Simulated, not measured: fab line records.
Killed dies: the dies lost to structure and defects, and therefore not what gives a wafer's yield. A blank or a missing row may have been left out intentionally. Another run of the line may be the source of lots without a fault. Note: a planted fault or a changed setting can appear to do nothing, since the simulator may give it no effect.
fab line records -- flow sky130
record: lots: 11, wafers: 33, last-day: 50
route steps=708 shown VIA4@658 METAL5@663 PAD_OPEN@708
lots that met no fault: taken from a fault-free run of the same line
start-h: hours from the record's opening day to when the first of the lot's shown wafers began -- wait-h: hours elapsed since this lot's preceding step -- " as in the row above -- L1.1+2: a row that stands for several wafers -- - either no value or no given start -- * or withheld: withheld -- < > ~ a bound
route shown NAME@n: a module of which the file shows steps, and the number in the route of the first -- usual: mean/standard deviation taken from wafers without a fault -- same: alike in all rows -- chamber/n: place in a boat -- sites: readings site by site -- _std_site: how widely they spread, as a standard deviation -- _edge_site: the outer-site mean with the inner-site mean subtracted -- radius-mm: for every site, how far away it sits from the centre of the wafer -- mask NAME#n: copy n -- behind: the last tool/chamber to shape the wafer -- hold: what put the lot on hold/how long, in hours/how the hold closed -- device: transistor that didn't switch, given as n, p or np -- end of line: the route-end tests of the same wafers -- a step without rows: its recipe alone -- killed: at the first sort, the dies lost to defects and structure; wafer yield is something else -- map: per-die view of a wafer (x killed, . not killed, _ where there is no die)
set.NAME: the setting that was run; set.NAME@STEP: the one run at that earlier step -- model.NAME: the simulator's own value behind a step, which no gauge read
the route's steps for a sample of lots (tables are steps, rows are wafers)
services: when a tool's chamber went out of use (start-h, in hours from the record's first day, below 0 if earlier), for how many hours, and the reason
== steps ==
step: SKY_VIA4_RS_MEAS_19
recipe: thk-meas-gauge: four-point-probe, reads: W_of_VIA4_CVD_18+TiN_of_VIA4_SPUTTER_17
usual: VIA4_W_RS: 0.2254/0.0023
lot.wafer,tool,chamber,start-h,wait-h,VIA4_W_RS[ohm/sq]
L846.3,film-metro-01,-,1014.54,0.1,0.2247
L846.5,film-metro-01,-,1014.54,0.1,0.2221
L846.6,film-metro-01,-,1014.54,0.1,0.2264
L851.2,film-metro-01,-,1070.93,0.1,0.2266
L851.4,film-metro-01,-,1070.93,0.1,0.2261
L851.6,film-metro-01,-,1070.93,0.1,0.2266
L853.3,film-metro-01,-,1081.98,0.1,0.2240
L853.5,film-metro-01,-,1081.98,0.1,0.2235
L853.6,film-metro-01,-,1081.98,0.1,0.2219
L857.3,film-metro-02,-,1087.33,0.1,0.2214
L857.4,film-metro-02,-,1087.33,0.1,0.2265
L857.5,film-metro-02,-,1087.33,0.1,0.2270
L856.2,film-metro-02,-,1090.15,0.1,0.2237
L856.3,film-metro-02,-,1090.15,0.1,0.2204
L856.6,film-metro-02,-,1090.15,0.1,0.2218
L859.2,film-metro-02,-,1095.15,0.1,0.2256
L859.3,film-metro-02,-,1095.15,0.1,0.2243
L859.6,film-metro-02,-,1095.15,0.1,0.2270
L858.1,film-metro-01,-,1103.60,0.1,0.2228
L858.3,film-metro-01,-,1103.60,0.1,0.2238
L858.4,film-metro-01,-,1103.60,0.1,0.2203
L863.1,film-metro-02,-,1128.73,0.1,0.2270
L863.5,film-metro-02,-,1128.73,0.1,0.2291
L863.6,film-metro-02,-,1128.73,0.1,0.2279
L866.1,film-metro-02,-,1134.45,0.1,0.2241
L866.5,film-metro-02,-,1134.45,0.1,0.2243
L866.6,film-metro-02,-,1134.45,0.1,0.2261
L868.1,film-metro-01,-,1150.10,0.1,0.2264
L868.2,film-metro-01,-,1150.10,0.1,0.2277
L868.4,film-metro-01,-,1150.10,0.1,0.2275
L869.4,film-metro-04,-,1153.71,0.1,0.2232
L869.5,film-metro-04,-,1153.71,0.1,0.2249
L869.6,film-metro-04,-,1153.71,0.1,0.2261
step: SKY_METAL5_SPUTTER_02
recipe: material: AlCu, target-thk-nm: 1150, power-w: 10600, time-s: 61.2, chamber-pressure-pa: 0.4
usual: throttle-valve-pct: 30.2/1.3
lot.wafer,tool,chamber,start-h,wait-h,throttle-valve-pct
L846.3,pvd-sputter-03,-,1015.26,0.0,28.0
L846.5,pvd-sputter-03,-,1015.26,0.0,30.9
L846.6,pvd-sputter-03,-,1015.26,0.0,30.0
L851.2,pvd-sputter-03,-,1071.44,0.0,29.8
L851.4,pvd-sputter-03,-,1071.44,0.0,28.0
L851.6,pvd-sputter-03,-,1071.44,0.0,30.0
L853.3,pvd-sputter-03,-,1084.16,0.0,29.9
L853.5,pvd-sputter-03,-,1084.16,0.0,29.7
L853.6,pvd-sputter-03,-,1084.16,0.0,28.1
L857.3,pvd-sputter-04,-,1088.06,0.0,31.4
L857.4,pvd-sputter-04,-,1088.06,0.0,31.3
L857.5,pvd-sputter-04,-,1088.06,0.0,28.8
L856.2,pvd-sputter-04,-,1090.65,0.0,29.1
L856.3,pvd-sputter-04,-,1090.65,0.0,31.2
L856.6,pvd-sputter-04,-,1090.65,0.0,29.2
L859.2,pvd-sputter-02,-,1095.66,0.0,30.5
L859.3,pvd-sputter-02,-,1095.66,0.0,30.7
L859.6,pvd-sputter-02,-,1095.66,0.0,30.5
L858.1,pvd-sputter-03,-,1105.94,0.0,30.4
L858.3,pvd-sputter-03,-,1105.94,0.0,27.8
L858.4,pvd-sputter-03,-,1105.94,0.0,31.2
L863.1,pvd-sputter-03,-,1129.92,0.0,31.1
L863.5,pvd-sputter-03,-,1129.92,0.0,30.9
L863.6,pvd-sputter-03,-,1129.92,0.0,30.1
L866.1,pvd-sputter-02,-,1134.99,0.0,30.2
L866.5,pvd-sputter-02,-,1134.99,0.0,29.2
L866.6,pvd-sputter-02,-,1134.99,0.0,31.1
L868.1,pvd-sputter-02,-,1150.65,0.0,31.9
L868.2,pvd-sputter-02,-,1150.65,0.0,31.2
L868.4,pvd-sputter-02,-,1150.65,0.0,28.9
L869.4,pvd-sputter-02,-,1154.71,0.0,31.9
L869.5,pvd-sputter-02,-,1154.71,0.0,30.3
L869.6,pvd-sputter-02,-,1154.71,0.0,32.1
step: SKY_METAL5_RS_MEAS_05
recipe: thk-meas-gauge: four-point-probe, reads: TiN_of_METAL5_SPUTTER_04+Ti_of_METAL5_SPUTTER_03+AlCu_of_METAL5_SPUTTER_02+TiN_of_METAL5_SPUTTER_01+Ti_of_METAL5_SPUTTER_00
usual: METAL5_ALCU_RS: 0.0270/0.00036
lot.wafer,tool,chamber,start-h,wait-h,METAL5_ALCU_RS[ohm/sq]
L846.3,film-metro-03,-,1015.42,0.1,0.0269
L846.5,film-metro-03,-,1015.42,0.1,0.0275
L846.6,film-metro-03,-,1015.42,0.1,0.0270
L851.2,film-metro-03,-,1071.57,0.0,0.0267
L851.4,film-metro-03,-,1071.57,0.0,0.0270
L851.6,film-metro-03,-,1071.57,0.0,0.0267
L853.3,film-metro-01,-,1084.31,0.1,0.0266
L853.5,film-metro-01,-,1084.31,0.1,0.0271
L853.6,film-metro-01,-,1084.31,0.1,0.0269
L857.3,film-metro-02,-,1088.21,0.1,0.0269
L857.4,film-metro-02,-,1088.21,0.1,0.0271
L857.5,film-metro-02,-,1088.21,0.1,0.0267
L856.2,film-metro-01,-,1090.79,0.0,0.0276
L856.3,film-metro-01,-,1090.79,0.0,0.0276
L856.6,film-metro-01,-,1090.79,0.0,0.0274
L859.2,film-metro-02,-,1095.80,0.0,0.0260
L859.3,film-metro-02,-,1095.80,0.0,0.0263
L859.6,film-metro-02,-,1095.80,0.0,0.0259
L858.1,film-metro-01,-,1106.08,0.0,0.0267
L858.3,film-metro-01,-,1106.08,0.0,0.0269
L858.4,film-metro-01,-,1106.08,0.0,0.0271
L863.1,film-metro-03,-,1130.04,0.0,0.0276
L863.5,film-metro-03,-,1130.04,0.0,0.0275
L863.6,film-metro-03,-,1130.04,0.0,0.0269
L866.1,film-metro-03,-,1135.11,0.0,0.0267
L866.5,film-metro-03,-,1135.11,0.0,0.0269
L866.6,film-metro-03,-,1135.11,0.0,0.0270
L868.1,film-metro-03,-,1150.77,0.0,0.0268
L868.2,film-metro-03,-,1150.77,0.0,0.0270
L868.4,film-metro-03,-,1150.77,0.0,0.0271
L869.4,film-metro-01,-,1154.89,0.1,0.0271
L869.5,film-metro-01,-,1154.89,0.1,0.0267
L869.6,film-metro-01,-,1154.89,0.1,0.0272
step: SKY_METAL5_COAT_09
recipe: resist: NOVOLAK, spin-rpm: 3000, resist-thk-nm: 1800
usual: resist-line-temp-C: 23.03/0.11, spin-speed-rpm: 2999.9/1.7
lot.wafer,tool,chamber,start-h,wait-h,resist-line-temp-C,spin-speed-rpm
L846.3,litho-track-01,0,1027.53,0.1,23.02,2998.4
L846.5,litho-track-01,0,1027.53,0.1,23.07,3001.5
L846.6,litho-track-01,0,1027.53,0.1,23.07,2999.6
L851.2,litho-track-03,0,1081.01,0.1,23.14,3001.7
L851.4,litho-track-03,0,1081.01,0.1,22.92,2999.9
L851.6,litho-track-03,0,1081.01,0.1,22.80,3001.8
L853.3,litho-track-01,0,1094.28,0.1,23.04,2999.3
L853.5,litho-track-01,0,1094.28,0.1,23.22,2997.8
L853.6,litho-track-01,0,1094.28,0.1,23.19,2999.6
L857.3,litho-track-03,0,1098.54,0.1,23.01,3000.6
L857.4,litho-track-03,0,1098.54,0.1,22.98,3002.7
L857.5,litho-track-03,0,1098.54,0.1,22.94,3000.2
L856.2,litho-track-03,0,1101.06,0.1,23.11,3000.4
L856.3,litho-track-03,0,1101.06,0.1,22.97,2998.7
L856.6,litho-track-03,0,1101.06,0.1,23.10,3004.5
L859.2,litho-track-03,0,1105.21,0.1,23.05,2870.2
L859.3,litho-track-03,0,1105.21,0.1,23.03,2872.7
L859.6,litho-track-03,0,1105.21,0.1,23.20,2871.8
L858.1,litho-track-04,0,1114.77,0.1,22.86,3001.7
L858.3,litho-track-04,0,1114.77,0.1,22.97,3001.8
L858.4,litho-track-04,0,1114.77,0.1,22.95,3001.9
L863.1,litho-track-03,0,1139.79,0.1,22.88,2871.7
L863.5,litho-track-03,0,1139.79,0.1,22.97,2872.9
L863.6,litho-track-03,0,1139.79,0.1,22.93,2872.3
L866.1,litho-track-04,0,1144.87,0.1,23.31,2997.4
L866.5,litho-track-04,0,1144.87,0.1,23.29,2999.7
L866.6,litho-track-04,0,1144.87,0.1,23.03,3000.4
L868.1,litho-track-04,0,1158.92,0.1,23.07,3001.2
L868.2,litho-track-04,0,1158.92,0.1,22.95,3001.0
L868.4,litho-track-04,0,1158.92,0.1,22.96,3001.3
L869.4,litho-track-04,0,1163.00,0.1,23.17,3003.5
L869.5,litho-track-04,0,1163.00,0.1,23.09,3001.4
L869.6,litho-track-04,0,1163.00,0.1,23.14,3001.6
step: SKY_METAL5_STRIP_16
recipe: chemistry: O2/N2, power-w: 1400, pressure-mtorr: 1500, platen-temp-c: withheld, o2-flow-sccm: 3000, n2-flow-sccm: 300, overash-fraction: 0.5
usual: drypump-motor-current-A: 5.81/0.27, oes-product-au: 0.711/0.0049, strip-time-to-endpoint-s: 13.03/0.16
same: overash-fraction: 0.5
lot.wafer,tool,chamber,start-h,wait-h,drypump-motor-current-A,oes-product-au,rf-hours-counter-h,strip-time-to-endpoint-s
L846.3,plasma-asher-01,0,1038.73,0.1,6.32,0.724,-,12.83
L846.5,plasma-asher-01,0,1038.73,0.1,6.31,0.704,-,12.94
L846.6,plasma-asher-01,1,1038.73,0.1,5.80,0.708,-,13.02
L851.2,plasma-asher-01,1,1091.40,0.2,5.79,0.713,3,12.99
L851.4,plasma-asher-01,0,1091.40,0.2,6.33,0.712,-,12.98
L851.6,plasma-asher-01,1,1091.40,0.2,5.80,0.715,-,12.99
L853.3,plasma-asher-03,0,1104.68,0.1,5.44,0.712,-,12.80
L853.5,plasma-asher-03,1,1104.68,0.1,5.76,0.711,-,12.79
L853.6,plasma-asher-03,0,1104.68,0.1,5.40,0.714,-,13.14
L857.3,plasma-asher-01,1,1108.33,0.1,5.80,0.705,-,13.05
L857.4,plasma-asher-01,0,1108.33,0.1,6.31,0.712,-,13.36
L857.5,plasma-asher-01,0,1108.33,0.1,6.32,0.713,-,13.29
L856.2,plasma-asher-02,0,1110.71,0.3,5.90,0.709,36,12.82
L856.3,plasma-asher-02,1,1110.71,0.3,5.75,0.710,-,12.89
L856.6,plasma-asher-02,0,1110.71,0.3,5.90,0.709,-,12.82
L859.2,plasma-asher-03,0,1114.44,0.2,5.40,0.717,65,13.43
L859.3,plasma-asher-03,0,1114.44,0.2,5.41,0.717,-,13.51
L859.6,plasma-asher-03,0,1114.44,0.2,5.41,0.712,-,13.41
L858.1,plasma-asher-02,1,1125.26,0.4,5.71,0.709,37,12.97
L858.3,plasma-asher-02,1,1125.26,0.4,5.72,0.715,-,13.05
L858.4,plasma-asher-02,0,1125.26,0.4,5.89,0.717,-,13.02
L863.1,plasma-asher-01,0,1150.19,0.2,6.31,0.710,9,13.55
L863.5,plasma-asher-01,0,1150.19,0.2,6.34,0.707,-,13.48
L863.6,plasma-asher-01,1,1150.19,0.2,5.81,0.708,-,13.28
L866.1,plasma-asher-01,0,1154.70,0.2,6.32,0.711,10,13.15
L866.5,plasma-asher-01,0,1154.70,0.2,6.32,0.706,-,13.20
L866.6,plasma-asher-01,1,1154.70,0.2,5.79,0.715,-,13.25
L868.1,plasma-asher-03,0,1167.56,0.2,5.39,0.710,69,13.21
L868.2,plasma-asher-03,1,1167.56,0.2,5.85,0.710,69,13.27
L868.4,plasma-asher-03,0,1167.56,0.2,5.42,0.702,-,13.23
L869.4,plasma-asher-03,1,1172.08,0.1,5.83,0.704,-,12.86
L869.5,plasma-asher-03,1,1172.08,0.1,5.86,0.714,-,13.16
L869.6,plasma-asher-03,0,1172.08,0.1,5.41,0.705,-,12.99
step: SKY_PAD_OPEN_PROBE_99
usual: defect-limited-yield: 82.6/2, killed_at_M0_to_M3: 42/6.2, killed_at_M4_up: 3.0/1.8, killed-at-contacts: 25/5.9, killed-at-front-end: 15/4.5, killed-at-other: 0.2/0.45, killed-dies: 85/9.9, killed-on-rim: 17/3.5, killed-open: 47/6.7, killed-short: 39/6.4, sort_bin_3_pad_short: 0.9/0.41, sort_bin_5_function: 10.2/1.4, sort_bin_6_memory: 6.3/1.1, sort-n-pass: 407/9.9, sort-yield-pct: 82.6/2
same: gross-dies: 492, killed-at-back-side: 0, sort_bin_4_leakage[%]: 0, sort_bin_8_speed[%]: 0
lot.wafer,tool,chamber,start-h,wait-h,defect-limited-yield[%],killed_at_M0_to_M3,killed_at_M4_up,killed-at-contacts,killed-at-front-end,killed-at-other,killed-dies,killed-on-rim,killed-open,killed-short,sort_bin_3_pad_short[%],sort_bin_5_function[%],sort_bin_6_memory[%],sort-n-pass,sort-yield-pct[%]
L846.3,prober-01,-,1086.09,0.2,83.1,39,2,32,10,0,83,28,45,38,2.0,8.1,6.7,409,83.1
L846.5,prober-01,-,1086.19,0.2,83.5,44,3,17,15,2,81,19,46,35,1.2,8.5,6.7,411,83.5
L846.6,prober-01,-,1086.24,0.2,80.5,50,2,31,13,0,96,16,55,41,0.2,11.4,7.9,396,80.5
L851.2,prober-01,-,1133.45,0.1,83.3,44,8,20,10,0,82,11,37,45,0.4,9.8,6.5,410,83.3
L851.4,prober-01,-,1133.55,0.2,83.1,35,1,35,12,0,83,18,52,31,0.6,10.4,5.9,409,83.1
L851.6,prober-01,-,1133.65,0.2,85.2,41,3,18,11,0,73,16,44,29,0.4,9.1,5.3,419,85.2
L853.3,prober-02,-,1145.54,0.2,85.8,31,6,20,13,0,70,15,32,38,0.8,8.7,4.7,422,85.8
L853.5,prober-02,-,1145.64,0.2,80.9,45,3,26,19,1,94,20,48,46,1.0,11.0,7.1,398,80.9
L853.6,prober-02,-,1145.69,0.2,81.1,51,5,19,18,0,93,14,42,51,1.2,11.0,6.7,399,81.1
L857.3,prober-01,-,1151.94,0.2,79.9,47,3,26,23,0,99,25,56,43,1.0,12.2,6.9,393,79.9
L857.4,prober-01,-,1151.99,0.2,82.9,39,1,28,16,0,84,13,51,33,1.0,10.8,5.3,408,82.9
L857.5,prober-01,-,1152.04,0.2,76.4,59,5,26,25,1,116,22,64,52,0.2,14.0,9.3,376,76.4
L856.2,prober-02,-,1153.54,0.1,80.9,50,2,29,13,0,94,15,51,43,0.6,11.6,6.9,398,80.9
L856.3,prober-02,-,1153.59,0.2,78.0,52,0,43,12,1,108,23,55,53,1.0,11.8,9.1,384,78.0
L856.6,prober-02,-,1153.74,0.2,84.3,34,1,22,19,1,77,17,44,33,1.4,9.8,4.5,415,84.3
L859.2,prober-01,-,1157.40,0.1,81.5,51,1,26,13,0,91,11,62,29,1.0,11.2,6.3,401,81.5
L859.3,prober-01,-,1157.45,0.2,84.3,40,2,24,11,0,77,15,47,30,0.8,10.4,4.5,415,84.3
L859.6,prober-01,-,1157.60,0.2,84.3,34,0,28,15,0,77,18,46,31,0.6,8.9,6.1,415,84.3
L858.1,prober-02,-,1167.06,0.1,86.6,30,2,16,18,0,66,15,39,27,0.2,8.3,4.9,426,86.6
L858.3,prober-02,-,1167.16,0.2,83.1,35,1,29,18,0,83,15,51,32,1.0,10.2,5.7,409,83.1
L858.4,prober-02,-,1167.21,0.2,83.7,43,4,21,12,0,80,17,44,36,0.4,10.8,5.1,412,83.7
L863.1,prober-02,-,1187.95,0.1,83.5,32,4,27,18,0,81,18,50,31,0.8,9.3,6.3,411,83.5
L863.5,prober-02,-,1188.15,0.2,83.9,42,3,27,7,0,79,15,44,35,0,10.6,5.5,413,83.9
L863.6,prober-02,-,1188.20,0.2,87.6,26,1,19,15,0,61,7,28,33,1.0,7.7,3.7,431,87.6
L866.1,prober-01,-,1192.29,0.1,81.1,39,5,33,16,0,93,16,55,38,0.8,12.2,5.9,399,81.1
L866.5,prober-01,-,1192.49,0.2,81.3,39,4,30,19,0,92,16,47,45,1.2,11.8,5.7,400,81.3
L866.6,prober-01,-,1192.54,0.2,81.1,45,2,30,16,0,93,19,51,42,1.2,11.6,6.1,399,81.1
L868.1,prober-02,-,1203.70,0.1,83.3,45,4,19,14,0,82,16,45,37,0.4,11.0,5.3,410,83.3
L868.2,prober-02,-,1203.75,0.1,83.9,40,3,18,18,0,79,11,41,38,1.0,8.1,6.9,413,83.9
L868.4,prober-02,-,1203.85,0.2,79.7,40,6,30,24,0,100,17,53,47,0.2,10.8,9.3,392,79.7
L869.4,prober-02,-,1207.30,0.2,82.7,40,5,29,11,0,85,20,55,30,1.0,10.4,5.9,407,82.7
L869.5,prober-02,-,1207.35,0.2,84.8,39,2,22,12,0,75,18,44,31,0.6,8.9,5.7,417,84.8
L869.6,prober-02,-,1207.40,0.2,77.8,48,3,39,18,1,109,25,69,40,1.2,13.8,7.1,383,77.8
killed by level:class
L846.3 CONTACT:geometric-particle:open=14 CONTACT:geometric-particle:short=8 VIA3:geometric-particle:open=8 VIA1:geometric-particle:open=6 METAL1:geometric-particle:short=6 LI_CONTACT:geometric-particle:open=5 POLY_GATE:geometric-particle:short=4 LOCAL_INTERCONNECT:geometric-particle:short=4
L846.5 VIA1:geometric-particle:open=12 VIA2:geometric-particle:open=9 VIA1:geometric-particle:short=6 POLY_GATE:geometric-particle:open=5 CONTACT:geometric-particle:short=5 METAL2:geometric-particle:short=5 LI_CONTACT:geometric-particle:open=4 LOCAL_INTERCONNECT:geometric-particle:short=4
L846.6 VIA3:geometric-particle:open=11 VIA1:geometric-particle:open=11 CONTACT:geometric-particle:open=10 LI_CONTACT:geometric-particle:open=8 CONTACT:geometric-particle:short=6 VIA1:geometric-particle:short=6 VIA3:geometric-particle:short=6 VIA2:geometric-particle:open=6
L851.2 VIA1:geometric-particle:open=17 VIA1:geometric-particle:short=7 METAL4:geometric-particle:short=7 CONTACT:geometric-particle:short=6 VIA3:geometric-particle:open=5 CONTACT:geometric-particle:open=4 LOCAL_INTERCONNECT:geometric-particle:short=4 METAL2:geometric-particle:short=4
L851.4 CONTACT:geometric-particle:open=11 LI_CONTACT:geometric-particle:open=9 VIA1:geometric-particle:open=9 CONTACT:geometric-particle:short=8 VIA3:geometric-particle:open=7 VIA2:geometric-particle:open=6 LOCAL_INTERCONNECT:geometric-particle:short=4 FIELD_ISO:geometric-particle:open=3
L851.6 VIA1:geometric-particle:open=10 LI_CONTACT:geometric-particle:open=7 CONTACT:geometric-particle:open=7 METAL2:geometric-particle:short=7 VIA3:geometric-particle:open=7 VIA2:geometric-particle:open=6 FIELD_ISO:geometric-particle:short=5 VIA1:geometric-particle:short=4
L853.3 CONTACT:geometric-particle:open=7 VIA3:geometric-particle:open=6 CONTACT:geometric-particle:short=5 METAL1:geometric-particle:short=5 VIA1:geometric-particle:short=5 METAL2:geometric-particle:short=5 FIELD_ISO:geometric-particle:short=4 FIELD_ISO:geometric-particle:open=4
L853.5 VIA1:geometric-particle:open=13 CONTACT:geometric-particle:open=9 LOCAL_INTERCONNECT:geometric-particle:short=8 FIELD_ISO:geometric-particle:short=6 VIA1:geometric-particle:short=6 FIELD_ISO:geometric-particle:open=5 VIA2:geometric-particle:open=5 CONTACT:geometric-particle:short=4
L853.6 METAL2:geometric-particle:short=12 VIA1:geometric-particle:open=8 VIA3:geometric-particle:open=7 POLY_GATE:geometric-particle:short=6 CONTACT:geometric-particle:short=5 METAL1:geometric-particle:short=5 CONTACT:geometric-particle:open=4 LI_CONTACT:geometric-particle:open=4
L857.3 VIA1:geometric-particle:open=13 CONTACT:geometric-particle:open=12 METAL2:geometric-particle:short=9 FIELD_ISO:geometric-particle:open=6 POLY_GATE:geometric-particle:open=6 LI_CONTACT:geometric-particle:open=6 VIA2:geometric-particle:short=5 VIA2:geometric-particle:open=5
L857.4 VIA1:geometric-particle:open=12 CONTACT:geometric-particle:open=11 LI_CONTACT:geometric-particle:open=8 VIA2:geometric-particle:open=6 METAL1:geometric-particle:short=5 POLY_GATE:geometric-particle:open=4 CONTACT:geometric-particle:short=4 FIELD_ISO:geometric-particle:open=3
L857.5 VIA3:geometric-particle:open=16 FIELD_ISO:geometric-particle:open=10 LI_CONTACT:geometric-particle:open=9 VIA1:geometric-particle:open=8 CONTACT:geometric-particle:open=6 METAL2:geometric-particle:short=6 VIA2:geometric-particle:open=6 CONTACT:geometric-particle:short=5
L856.2 VIA1:geometric-particle:open=15 METAL2:geometric-particle:short=9 VIA3:geometric-particle:open=9 LI_CONTACT:geometric-particle:open=7 CONTACT:geometric-particle:open=7 LOCAL_INTERCONNECT:geometric-particle:short=6 CONTACT:geometric-particle:short=5 VIA2:geometric-particle:short=5
L856.3 CONTACT:geometric-particle:open=11 VIA1:geometric-particle:open=11 CONTACT:geometric-particle:short=10 LI_CONTACT:geometric-particle:open=8 LOCAL_INTERCONNECT:geometric-particle:short=8 VIA3:geometric-particle:open=7 METAL1:geometric-particle:short=6 METAL2:geometric-particle:short=6
L856.6 VIA1:geometric-particle:open=9 LI_CONTACT:geometric-particle:open=8 CONTACT:geometric-particle:open=7 VIA3:geometric-particle:open=7 FIELD_ISO:geometric-particle:open=6 CONTACT:geometric-particle:short=5 FIELD_ISO:geometric-particle:short=4 METAL2:geometric-particle:short=4
L859.2 VIA3:geometric-particle:open=13 VIA1:geometric-particle:open=11 LI_CONTACT:geometric-particle:open=9 CONTACT:geometric-particle:open=9 VIA2:geometric-particle:open=6 POLY_GATE:geometric-particle:open=6 VIA3:geometric-particle:short=6 VIA1:geometric-particle:short=5
L859.3 CONTACT:geometric-particle:open=13 VIA1:geometric-particle:open=11 CONTACT:geometric-particle:short=8 VIA3:geometric-particle:open=6 METAL2:geometric-particle:short=6 VIA2:geometric-particle:open=5 VIA3:geometric-particle:short=4 FIELD_ISO:geometric-particle:open=3
L859.6 CONTACT:geometric-particle:open=13 LI_CONTACT:geometric-particle:open=6 VIA1:geometric-particle:open=6 VIA2:geometric-particle:open=6 FIELD_ISO:geometric-particle:open=5 VIA3:geometric-particle:open=5 CONTACT:geometric-particle:short=4 METAL2:geometric-particle:short=4
L858.1 CONTACT:geometric-particle:open=13 POLY_GATE:geometric-particle:short=8 VIA1:geometric-particle:open=7 METAL1:geometric-particle:short=6 POLY_GATE:geometric-particle:open=4 VIA3:geometric-particle:short=4 VIA2:geometric-particle:open=3 VIA3:geometric-particle:open=3
L858.3 VIA1:geometric-particle:open=11 CONTACT:geometric-particle:open=10 LI_CONTACT:geometric-particle:open=8 VIA2:geometric-particle:open=6 CONTACT:geometric-particle:short=5 VIA3:geometric-particle:open=5 FIELD_ISO:geometric-particle:short=4 FIELD_ISO:geometric-particle:open=4
L858.4 VIA1:geometric-particle:open=9 CONTACT:geometric-particle:open=8 LI_CONTACT:geometric-particle:open=8 VIA1:geometric-particle:short=6 METAL1:geometric-particle:short=6 VIA3:geometric-particle:open=5 VIA2:geometric-particle:open=5 FIELD_ISO:geometric-particle:short=3
L863.1 LI_CONTACT:geometric-particle:open=10 CONTACT:geometric-particle:open=9 VIA1:geometric-particle:open=8 FIELD_ISO:geometric-particle:short=6 VIA2:geometric-particle:open=5 FIELD_ISO:geometric-particle:open=4 CONTACT:geometric-particle:short=4 METAL3:geometric-particle:short=4
L863.5 VIA1:geometric-particle:open=13 CONTACT:geometric-particle:open=9 VIA2:geometric-particle:open=7 METAL2:geometric-particle:short=7 LI_CONTACT:geometric-particle:open=6 CONTACT:geometric-particle:short=6 LI_CONTACT:geometric-particle:short=4 METAL1:geometric-particle:short=4
L863.6 VIA1:geometric-particle:open=6 FIELD_ISO:geometric-particle:short=5 LI_CONTACT:geometric-particle:short=5 LI_CONTACT:geometric-particle:open=5 POLY_GATE:geometric-particle:open=4 VIA3:geometric-particle:open=4 LOCAL_INTERCONNECT:geometric-particle:short=4 CONTACT:geometric-particle:open=4
L866.1 CONTACT:geometric-particle:open=12 VIA1:geometric-particle:open=11 VIA2:geometric-particle:open=10 LI_CONTACT:geometric-particle:open=8 LOCAL_INTERCONNECT:geometric-particle:short=6 METAL4:geometric-particle:short=5 FIELD_ISO:geometric-particle:short=4 LI_CONTACT:geometric-particle:short=4
L866.5 CONTACT:geometric-particle:open=11 FIELD_ISO:geometric-particle:short=8 VIA1:geometric-particle:open=8 VIA3:geometric-particle:open=8 CONTACT:geometric-particle:short=7 LOCAL_INTERCONNECT:geometric-particle:short=6 METAL2:geometric-particle:short=5 VIA2:geometric-particle:open=5
L866.6 VIA2:geometric-particle:open=11 LI_CONTACT:geometric-particle:open=10 VIA3:geometric-particle:open=10 CONTACT:geometric-particle:open=7 VIA1:geometric-particle:open=6 VIA1:geometric-particle:short=6 FIELD_ISO:geometric-particle:short=5 LOCAL_INTERCONNECT:geometric-particle:short=5
L868.1 VIA1:geometric-particle:open=11 CONTACT:geometric-particle:open=9 VIA1:geometric-particle:short=7 VIA2:geometric-particle:open=6 LOCAL_INTERCONNECT:geometric-particle:short=6 FIELD_ISO:geometric-particle:open=5 METAL2:geometric-particle:short=5 METAL2:geometric-particle:open=4
L868.2 VIA1:geometric-particle:open=13 POLY_GATE:geometric-particle:open=6 CONTACT:geometric-particle:open=6 VIA1:geometric-particle:short=6 LOCAL_INTERCONNECT:geometric-particle:short=5 FIELD_ISO:geometric-particle:short=4 POLY_GATE:geometric-particle:short=4 CONTACT:geometric-particle:short=4
L868.4 VIA1:geometric-particle:open=12 CONTACT:geometric-particle:open=10 VIA2:geometric-particle:open=9 LOCAL_INTERCONNECT:geometric-particle:short=6 CONTACT:geometric-particle:short=6 METAL4:geometric-particle:short=6 FIELD_ISO:geometric-particle:open=5 POLY_GATE:geometric-particle:short=5
L869.4 CONTACT:geometric-particle:open=12 LI_CONTACT:geometric-particle:open=9 VIA1:geometric-particle:open=9 VIA3:geometric-particle:open=7 METAL2:geometric-particle:short=6 VIA1:geometric-particle:short=5 VIA2:geometric-particle:open=5 CONTACT:geometric-particle:short=4
L869.5 VIA2:geometric-particle:open=10 VIA1:geometric-particle:open=8 CONTACT:geometric-particle:open=8 LI_CONTACT:geometric-particle:open=6 VIA2:geometric-particle:short=5 FIELD_ISO:geometric-particle:short=4 METAL2:geometric-particle:short=4 VIA1:geometric-particle:short=4
L869.6 VIA2:geometric-particle:open=14 CONTACT:geometric-particle:open=12 VIA1:geometric-particle:open=11 LI_CONTACT:geometric-particle:open=9 CONTACT:geometric-particle:short=9 POLY_GATE:geometric-particle:open=7 FIELD_ISO:geometric-particle:open=5 METAL2:geometric-particle:short=5
== services ==
tool,chamber,start-h,hours,kind
plasma-asher-03,-,1049.32,12.8,repair
plasma-asher-01,-,1055.31,9.0,pm
plasma-asher-01,0,1055.31,9.0,vent-cycle
plasma-asher-01,1,1055.31,9.0,vent-cycle
pvd-sputter-03,2,1057.56,-,consumable-replace:kit
pvd-sputter-03,2,1057.56,18.0,scheduled-down
pvd-sputter-03,2,1057.56,18.0,vent-cycle
plasma-asher-01,0,1064.31,-,clean
plasma-asher-01,1,1064.31,-,clean
plasma-asher-02,-,1078.27,2.2,repair
pvd-sputter-04,2,1082.76,-,consumable-replace:kit
pvd-sputter-04,2,1082.76,18.0,scheduled-down
pvd-sputter-04,2,1082.76,18.0,vent-cycle
pvd-sputter-02,2,1098.55,-,consumable-replace:kit
pvd-sputter-02,2,1098.55,18.0,scheduled-down
pvd-sputter-02,2,1098.55,18.0,vent-cycle
pvd-sputter-04,-,1107.68,1.9,repair
plasma-asher-03,-,1135.54,15.6,pm
pvd-sputter-03,1,1146.94,-,consumable-replace:kit
pvd-sputter-03,1,1146.94,18.0,scheduled-down
pvd-sputter-03,1,1146.94,18.0,vent-cycle
plasma-asher-02,-,1167.79,2.8,pm
== key ==
first-sign: step: SKY_METAL5_COAT_09, reading: spin-speed-rpm, direction: down, sigmas: 76, usual: 2999.9, struck: 2871.9
effect: step: SKY_METAL5_STRIP_16, reading: strip-time-to-endpoint-s, direction: up, sigmas: 2.7, usual: *, struck: *
met-at SKY_METAL5_COAT_09
struck-lots L859,L863
not-acting-at SKY_VIA4_RS_MEAS_19,SKY_METAL5_SPUTTER_02,SKY_METAL5_RS_MEAS_05
onset-between 1101.06 1105.21
fault: kind: process-parameter-drift, tool: litho-track-03, chamber: -, onset-h: 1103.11, steps: SKY_METAL5_COAT_09, channel: spin-rpm, offset: -128.6, shape: step, acts-in: these-recipes-only, stated: 3000
